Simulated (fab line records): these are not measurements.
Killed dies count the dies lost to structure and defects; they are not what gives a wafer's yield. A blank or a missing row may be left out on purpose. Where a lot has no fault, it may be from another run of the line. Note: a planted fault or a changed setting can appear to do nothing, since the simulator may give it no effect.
What tool caused it?	flow sky130	15 lots, 43 wafers sampled, at 3 steps of a route of 708

## WHAT THE GAUGES SHOWED, per wafer
SKY_CONTACT_THK_MEAS_26: measures by xrf. Usual: CONTACT_W_THK gives 336 nm (standard deviation 5.4).
lot	measured	on	CONTACT_W_THK (nm)	flag
L957	day 31 21:08	filmMetro-02	330 332 338	
L958	day 33 01:11	filmMetro-04	333 329 331	
L960	day 33 15:02	filmMetro-04	338 339 335	
L961	day 33 15:38	filmMetro-01	338 331 337	
L959	day 33 15:59	filmMetro-04	341 332 343	
L964	day 34 11:24	filmMetro-04	332 331 336	
L965	day 34 16:40	filmMetro-02	343 348	
L966	day 34 17:43	filmMetro-02	339 352	
L972	day 36 02:07	filmMetro-04	330 323 326	
L974	day 36 22:05	filmMetro-04	344 328 342	
L975	day 37 14:47	filmMetro-01	328 331 325	
L976	day 38 03:27	filmMetro-02	334 336 340	
L977	day 38 04:45	filmMetro-01	332 333 335	
L978	day 38 04:50	filmMetro-02	333 338 336	
L979	day 38 06:59	filmMetro-01	332 335 330	

SKY_METAL2_THK_MEAS_06: measures by xrf. Usual: METAL2_ALCU_THK gives 246 nm (standard deviation 3.3).
lot	measured	on	METAL2_ALCU_THK (nm)	flag
L957	day 34 04:00	filmMetro-02	247 244 243	
L958	day 35 07:11	filmMetro-03	248 243 245	
L960	day 35 22:59	filmMetro-02	247 245 247	
L961	day 35 23:41	filmMetro-02	249 247 247	
L959	day 36 00:34	filmMetro-04	250 250 256	
L964	day 36 17:28	filmMetro-03	245 250 251	
L965	day 36 23:44	filmMetro-02	236 241	
L966	day 37 01:20	filmMetro-02	246 239	
L972	day 38 09:28	filmMetro-02	246 243 246	
L974	day 39 05:28	filmMetro-02	244 246 244	
L975	day 39 19:38	filmMetro-02	247 247 244	
L976	day 40 07:48	filmMetro-03	241 240 240	
L977	day 40 09:22	filmMetro-04	248 251 250	
L978	day 40 10:50	filmMetro-02	247 249 248	
L979	day 40 12:05	filmMetro-03	247 244 245	

## EACH LOT AND THE TOOL THAT RAN IT (in order: tool; ch and the chambers of the sampled wafers; start)
lot	SKY_METAL1_DESCUM_17
L957	rieMetal-02 ch 0, day 32 22:58
L958	rieMetal-02 ch 0,1, day 34 02:46
L960	rieMetal-02 ch 0,1, day 34 17:40
L961	rieMetal-04 ch 0,1, day 34 18:40
L959	rieMetal-03 ch 0,1, day 34 19:35
L964	rieMetal-02 ch 0,1, day 35 13:37
L965	rieMetal-03 ch 1, day 35 19:29
L966	rieMetal-03 ch 0, day 35 20:26
L972	rieMetal-03 ch 0,1, day 37 04:25
L974	rieMetal-02 ch 1, day 38 01:14
L975	rieMetal-02 ch 1, day 38 16:35
L976	rieMetal-02 ch 1, day 39 04:35
L977	rieMetal-04 ch 0,1, day 39 06:38
L978	rieMetal-04 ch 0,1, day 39 07:38
L979	rieMetal-04 ch 0,1, day 39 08:34
- SKY_METAL1_DESCUM_17: chemistry O2, time 8 s.

## AS READ BY THE TOOLS THEMSELVES (means over the sampled wafers that have a number; for cases with no such wafer, the mark the record gives instead)
SKY_METAL1_DESCUM_17. Usual: drypumpMotorCurrentA 6.0 A, standard deviation 0.37; oesProductAu 1.000 a.u., standard deviation 0.0089.
lot	tool	drypumpMotorCurrentA (A)	oesProductAu (a.u.)	flag
L957	rieMetal-02	5.7	1.008	
L958	rieMetal-02	5.7	1.004	
L960	rieMetal-02	5.6	1.006	
L961	rieMetal-04	6.4	0.998	
L959	rieMetal-03	6.0	1.006	
L964	rieMetal-02	5.6	0.997	
L965	rieMetal-03	6.5	1.008	
L966	rieMetal-03	5.8	0.997	
L972	rieMetal-03	6.3	1.000	
L974	rieMetal-02	5.6	0.996	
L975	rieMetal-02	5.6	1.000	
L976	rieMetal-02	5.6	0.984	
L977	rieMetal-04	6.4	0.996	
L978	rieMetal-04	6.3	0.992	
L979	rieMetal-04	6.3	0.999	

## THE ANSWER, worked out from the rows above alone
Rule: take the mean of a lot's wafers that have a number; if it is more than 3 standard deviations from the usual mean, the lot is off. A lot without any number at a reading at which 4 lots or more have one is off too. All remaining lots with rows at the step are treated as sound. After the gauges, taken in route order, come the tools' own readings; for these a lot's mean is taken, as printed above. At the first step where some lot is off, the reading lying furthest off is the one used; lots without a number count as furthest.
None of the lots is off at any reading shown; this tells nothing.

## WHAT THE SIMULATOR PUT IN
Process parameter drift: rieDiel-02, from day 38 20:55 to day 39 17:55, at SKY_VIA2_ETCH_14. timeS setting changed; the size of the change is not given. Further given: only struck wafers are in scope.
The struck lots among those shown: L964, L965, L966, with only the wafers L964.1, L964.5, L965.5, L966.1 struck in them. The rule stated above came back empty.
